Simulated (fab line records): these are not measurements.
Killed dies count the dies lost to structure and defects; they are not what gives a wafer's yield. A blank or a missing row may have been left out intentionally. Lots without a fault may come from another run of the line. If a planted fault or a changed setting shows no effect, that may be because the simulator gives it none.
Which tool is to blame? / flow sfq-line / 14 lots with 42 wafers sampled at 3 steps, on a route of 325 steps

WHAT THE GAUGES SHOWED, per wafer
SFQ_JJ_OVL_MEAS_931. Usual: J5_OVL 0 nm, standard deviation 5.7.
lot=L462; measured=day 55 01:05; on=overlay-01; J5_OVL (nm)=-1 3 4; flag=
lot=L463; measured=day 55 02:17; on=overlay-01; J5_OVL (nm)=-7 -1 -8; flag=
lot=L469; measured=day 64 11:12; on=overlay-01; J5_OVL (nm)=2 4 -4; flag=
lot=L472; measured=day 66 01:01; on=overlay-02; J5_OVL (nm)=4 3 0; flag=
lot=L473; measured=day 66 09:05; on=overlay-01; J5_OVL (nm)=2 -1 -4; flag=
lot=L476; measured=day 67 02:21; on=overlay-02; J5_OVL (nm)=-10 -10 -4; flag=
lot=L477; measured=day 67 03:34; on=overlay-02; J5_OVL (nm)=-4 3 -2; flag=
lot=L478; measured=day 67 08:21; on=overlay-02; J5_OVL (nm)=1 -8 -2; flag=
lot=L479; measured=day 67 16:45; on=overlay-02; J5_OVL (nm)=3 3 3; flag=
lot=L481; measured=day 69 16:36; on=overlay-01; J5_OVL (nm)=11 6 12; flag=
lot=L482; measured=day 69 23:47; on=overlay-01; J5_OVL (nm)=6 10 3; flag=
lot=L483; measured=day 70 16:36; on=overlay-01; J5_OVL (nm)=4 2 -2; flag=
lot=L484; measured=day 70 23:47; on=overlay-01; J5_OVL (nm)=-10 -14 -7; flag=
lot=L485; measured=day 71 08:11; on=overlay-02; J5_OVL (nm)=14 9 7; flag=

WHICH TOOL RAN EACH LOT (tool, then ch and the chambers of the sampled wafers, then the start)
lot=L462; SFQ_TRILAYER_I4_VIA_ETCH_VIA_ETCH_106=rie-diel-04 ch 0,2,3, day 54 17:12; SFQ_TRILAYER_JJ_CE_LITHO_COAT_114=litho-track-01 ch 0, day 54 19:49
lot=L463; SFQ_TRILAYER_I4_VIA_ETCH_VIA_ETCH_106=rie-diel-02 ch 0,1,3, day 54 18:24; SFQ_TRILAYER_JJ_CE_LITHO_COAT_114=litho-track-03 ch 0, day 54 20:58
lot=L469; SFQ_TRILAYER_I4_VIA_ETCH_VIA_ETCH_106=rie-diel-02 ch 0,1,2, day 60 01:33; SFQ_TRILAYER_JJ_CE_LITHO_COAT_114=litho-track-03 ch 0, day 60 04:07
lot=L472; SFQ_TRILAYER_I4_VIA_ETCH_VIA_ETCH_106=rie-diel-01 ch 0,1,3, day 60 21:57; SFQ_TRILAYER_JJ_CE_LITHO_COAT_114=litho-track-04 ch 0, day 61 00:34
lot=L473; SFQ_TRILAYER_I4_VIA_ETCH_VIA_ETCH_106=rie-diel-04 ch 0,1, day 61 03:57; SFQ_TRILAYER_JJ_CE_LITHO_COAT_114=litho-track-04 ch 0, day 61 07:49
lot=L476; SFQ_TRILAYER_I4_VIA_ETCH_VIA_ETCH_106=rie-diel-01 ch 0,1,2, day 62 02:52; SFQ_TRILAYER_JJ_CE_LITHO_COAT_114=litho-track-01 ch 0, day 62 05:28
lot=L477; SFQ_TRILAYER_I4_VIA_ETCH_VIA_ETCH_106=rie-diel-04 ch 1,2, day 62 05:16; SFQ_TRILAYER_JJ_CE_LITHO_COAT_114=litho-track-03 ch 0, day 62 07:53
lot=L478; SFQ_TRILAYER_I4_VIA_ETCH_VIA_ETCH_106=rie-diel-02 ch 0,1,2, day 62 12:28; SFQ_TRILAYER_JJ_CE_LITHO_COAT_114=litho-track-01 ch 0, day 62 15:02
lot=L479; SFQ_TRILAYER_I4_VIA_ETCH_VIA_ETCH_106=rie-diel-01 ch 1,2, day 63 02:52; SFQ_TRILAYER_JJ_CE_LITHO_COAT_114=litho-track-01 ch 0, day 63 05:26
lot=L481; SFQ_TRILAYER_I4_VIA_ETCH_VIA_ETCH_106=rie-diel-04 ch 1,3, day 66 04:21; SFQ_TRILAYER_JJ_CE_LITHO_COAT_114=litho-track-01 ch 0, day 66 06:58
lot=L482; SFQ_TRILAYER_I4_VIA_ETCH_VIA_ETCH_106=rie-diel-04 ch 1,2, day 66 11:34; SFQ_TRILAYER_JJ_CE_LITHO_COAT_114=litho-track-04 ch 0, day 66 14:12
lot=L483; SFQ_TRILAYER_I4_VIA_ETCH_VIA_ETCH_106=rie-diel-01 ch 0,2,3, day 66 21:38; SFQ_TRILAYER_JJ_CE_LITHO_COAT_114=litho-track-03 ch 0, day 67 00:15
lot=L484; SFQ_TRILAYER_I4_VIA_ETCH_VIA_ETCH_106=rie-diel-01 ch 0,1, day 67 01:14; SFQ_TRILAYER_JJ_CE_LITHO_COAT_114=litho-track-04 ch 0, day 67 03:48
lot=L485; SFQ_TRILAYER_I4_VIA_ETCH_VIA_ETCH_106=rie-diel-01 ch 0,3, day 67 04:50; SFQ_TRILAYER_JJ_CE_LITHO_COAT_114=litho-track-01 ch 0, day 67 07:24
- SFQ_TRILAYER_I4_VIA_ETCH_VIA_ETCH_106: etches SiO2 in CHF3, stops on Nb, target depth 260 nm.
- SFQ_TRILAYER_JJ_CE_LITHO_COAT_114: resist thk 600 nm.

WHAT THE TOOLS THEMSELVES READ (means of the sampled wafers that have a number; where no wafer has one, the mark that the record gives instead)
SFQ_TRILAYER_I4_VIA_ETCH_VIA_ETCH_106. Usual: drypump-motor-current-A 5.9 A, standard deviation 0.48; oes-product-au 0.855 a.u., standard deviation 0.0056; rf-fwd-power-W 498.0 W, standard deviation 1.6.
lot=L462; tool=rie-diel-04; drypump-motor-current-A (A)=5.5; oes-product-au (a.u.)=0.851; rf-fwd-power-W (W)=499.2; flag=
lot=L463; tool=rie-diel-02; drypump-motor-current-A (A)=5.8; oes-product-au (a.u.)=0.856; rf-fwd-power-W (W)=498.7; flag=
lot=L469; tool=rie-diel-02; drypump-motor-current-A (A)=5.8; oes-product-au (a.u.)=0.855; rf-fwd-power-W (W)=499.1; flag=
lot=L472; tool=rie-diel-01; drypump-motor-current-A (A)=5.8; oes-product-au (a.u.)=0.862; rf-fwd-power-W (W)=497.9; flag=
lot=L473; tool=rie-diel-04; drypump-motor-current-A (A)=6.2; oes-product-au (a.u.)=0.854; rf-fwd-power-W (W)=498.8; flag=
lot=L476; tool=rie-diel-01; drypump-motor-current-A (A)=6.0; oes-product-au (a.u.)=0.857; rf-fwd-power-W (W)=498.0; flag=
lot=L477; tool=rie-diel-04; drypump-motor-current-A (A)=6.3; oes-product-au (a.u.)=0.856; rf-fwd-power-W (W)=499.3; flag=
lot=L478; tool=rie-diel-02; drypump-motor-current-A (A)=5.8; oes-product-au (a.u.)=0.848; rf-fwd-power-W (W)=498.5; flag=
lot=L479; tool=rie-diel-01; drypump-motor-current-A (A)=6.2; oes-product-au (a.u.)=0.856; rf-fwd-power-W (W)=497.5; flag=
lot=L481; tool=rie-diel-04; drypump-motor-current-A (A)=6.1; oes-product-au (a.u.)=0.851; rf-fwd-power-W (W)=496.8; flag=
lot=L482; tool=rie-diel-04; drypump-motor-current-A (A)=6.3; oes-product-au (a.u.)=0.850; rf-fwd-power-W (W)=497.2; flag=
lot=L483; tool=rie-diel-01; drypump-motor-current-A (A)=5.7; oes-product-au (a.u.)=0.854; rf-fwd-power-W (W)=497.5; flag=
lot=L484; tool=rie-diel-01; drypump-motor-current-A (A)=6.1; oes-product-au (a.u.)=0.854; rf-fwd-power-W (W)=497.3; flag=
lot=L485; tool=rie-diel-01; drypump-motor-current-A (A)=5.6; oes-product-au (a.u.)=0.853; rf-fwd-power-W (W)=497.7; flag=

THE ANSWER, worked out from the rows above alone
Rule: a lot counts as off when the mean over its wafers that have a number is more than 3 standard deviations away from the usual mean. A lot without any number at a reading at which 4 lots or more have one is off too. Where the step has rows for the other lots, those lots are counted as sound. First the gauges in route order, then the tools' own readings, where a lot's mean is used as printed above. At the first step where some lot is off, the reading lying furthest off is the one used; lots without a number count as furthest.
Nothing can be told from this: no lot is off at any reading shown.

WHAT WAS PUT IN BY THE SIMULATOR
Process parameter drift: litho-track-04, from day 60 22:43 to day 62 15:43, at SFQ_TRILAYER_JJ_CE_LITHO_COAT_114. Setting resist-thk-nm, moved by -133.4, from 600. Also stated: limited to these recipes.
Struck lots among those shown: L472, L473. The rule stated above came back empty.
